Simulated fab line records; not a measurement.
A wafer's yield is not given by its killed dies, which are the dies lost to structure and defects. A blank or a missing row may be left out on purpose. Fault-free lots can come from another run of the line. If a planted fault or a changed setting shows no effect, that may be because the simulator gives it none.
A struck lot beside a sound one + flow sky130 + 17 steps out of a route of 708
Sound: the wafers L186.2, L186.3, L186.6. Wafers struck: L195.1, L195.4, L195.5. At the end, the cause is stated.
Each step with rows lists, per side, the tool, then ch with its chambers, then its first start. Under that, the readings that differ: sound wafers + struck wafers + difference of the means + sigmas: that difference in standard deviations of wafers without a fault.
alike: readings whose means differ by less than 2 such deviations, and words and numbers that are the same on both sides. not compared: withheld readings, readings that some wafer has no value for, bounds like >300 that may hide the same value, and numbers for which the record gives no deviation and whose values overlap.
A row with sigmas, a row that says differs or no value, or rows on one side alone: a step with any of these is where the two part. Non-overlapping numbers with no deviation appear without sigmas and do not part them. A reading missing from all wafers of one side parts the sides only when that side holds two or more wafers.

first, 5 steps without rows for these wafers: SKY_LDD_N_COAT_02 (resist thk 300 nm); SKY_LDD_N_SOFTBAKE_03 (time 60 s); SKY_LDD_N_EXPOSE_04 (exposes mask NTM, target cd 840 nm); SKY_LDD_N_PEB_05; SKY_LDD_N_DEVELOP_06 (develop time 60 s).
SKY_LDD_N_OVL_MEAS_07:
  sound on overlay-01, day 18 10:32; struck on overlay-01, day 21 20:26
  alike: LDD_N_OVL
then, 6 steps without rows for these wafers: SKY_LDD_N_IMPLANT_08; SKY_LDD_N_IMPLANT_09; SKY_LDD_N_IMPLANT_10; SKY_LDD_N_IMPLANT_11; SKY_LDD_N_IMPLANT_12; SKY_LDD_N_IMPLANT_13.
SKY_LDD_N_IMPLANT_14:
  sound on implanter-03 ch 0, day 18 11:30; struck on implanter-03 ch 0, day 21 21:23
| reading            | sound                         | struck                           | difference  | sigmas      |
|--------------------|-------------------------------|----------------------------------|-------------|-------------|
| dose_ions_cm2      | 5.005e+12 4.999e+12 5.008e+12 | 3.6727e+13 3.6718e+13 3.6727e+13 | +3.1720e+13 | +99 or more |
| faraday_current_uA | 27.4 28.9 27.6                | 203.6 208.6 207.0                | +178.4      | +99 or more |
  alike: beam_energy_keV
following that, these wafers have no rows for 1 step: SKY_LDD_N_IMPLANT_15.
SKY_LDD_N_STRIP_16: strips in O2/N2.
  sound on plasma_asher-02 ch 0,1, day 18 11:46; struck on plasma_asher-01 ch 0,1, day 21 21:41
| reading                      | sound             | struck            | difference | sigmas |
|------------------------------|-------------------|-------------------|------------|--------|
| strip_time_to_endpoint_s (s) | 4.320 4.311 4.331 | 4.412 4.406 4.441 | +0.099     | +7     |
  alike: drypump_motor_current_A, o2_flow_sccm, oes_product_au
  not compared: rf_hours_counter_h
SKY_LDD_N_TW_MEAS_17:
  sound on film_metro-01, day 18 11:53; struck on film_metro-01, day 21 21:47
| reading  | sound          | struck         | difference | sigmas |
|----------|----------------|----------------|------------|--------|
| LDD_N_TW | 2591 2576 2574 | 2631 2635 2626 | +50        | +2     |
-- here the record skips 27 days between the struck wafers' starts before and after, leaving off in module LDD_N and picking up in module PAD_OPEN (first step shown: number 708 of the route) --
SKY_PAD_OPEN_PROBE_99:
  sound on prober-01, day 46 04:07; struck on prober-02, day 48 10:27
| reading                                   | sound             | struck            | difference | sigmas |
|-------------------------------------------|-------------------|-------------------|------------|--------|
| model.etest.nfet_01v8.r_on_ohm_um         | 805.8 819.3 824.3 | 1046 1014 1035    | +215       |        |
| model.etest.nfet_01v8_lvt.drive_ua_um     | 588.8 579.1 585.9 | 360.4 374.1 364.6 | -218.2     |        |
| model.etest.nfet_01v8.drive_ua_um         | 522.8 507.4 513.3 | 324 338.5 332.6   | -183       |        |
| model.etest.nfet_01v8_swapped.drive_ua_um | 515.1 510.4 515   | 333.2 347.4 341.7 | -172.7     |        |
| model.etest.sram_nfet_pass.drive_ua_um    | 516.7 484.1 492.7 | 318.4 324.5 311   | -179.9     |        |
| model.etest.nfet_01v8_turned.drive_ua_um  | 519.2 507.3 509   | 417.3 425.2 421.6 | -90.5      |        |
| model.etest.tip_n.rs_ohm_sq               | 442 443.3 444.7   | 499.9 498.6 498.9 | +55.8      |        |
| model.etest.ring_1v8.delay_ps             | 20.4 20.76 20.96  | 26.08 25.2 25.87  | +5.01      |        |
  alike: killed_at_M0_to_M3, killed_at_M4_up, killed_at_contacts, killed_at_front_end, killed_at_other, killed_dies, killed_open, killed_short

## WHERE THEY PART
Earliest at SKY_LDD_N_IMPLANT_14; latest, in this record, at SKY_LDD_N_TW_MEAS_17. Later steps at which nothing parts them and some readings are alike: SKY_PAD_OPEN_PROBE_99.

WHY: whatever the simulator had introduced
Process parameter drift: implanter-03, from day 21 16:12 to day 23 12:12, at SKY_LDD_N_IMPLANT_14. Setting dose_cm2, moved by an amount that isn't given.
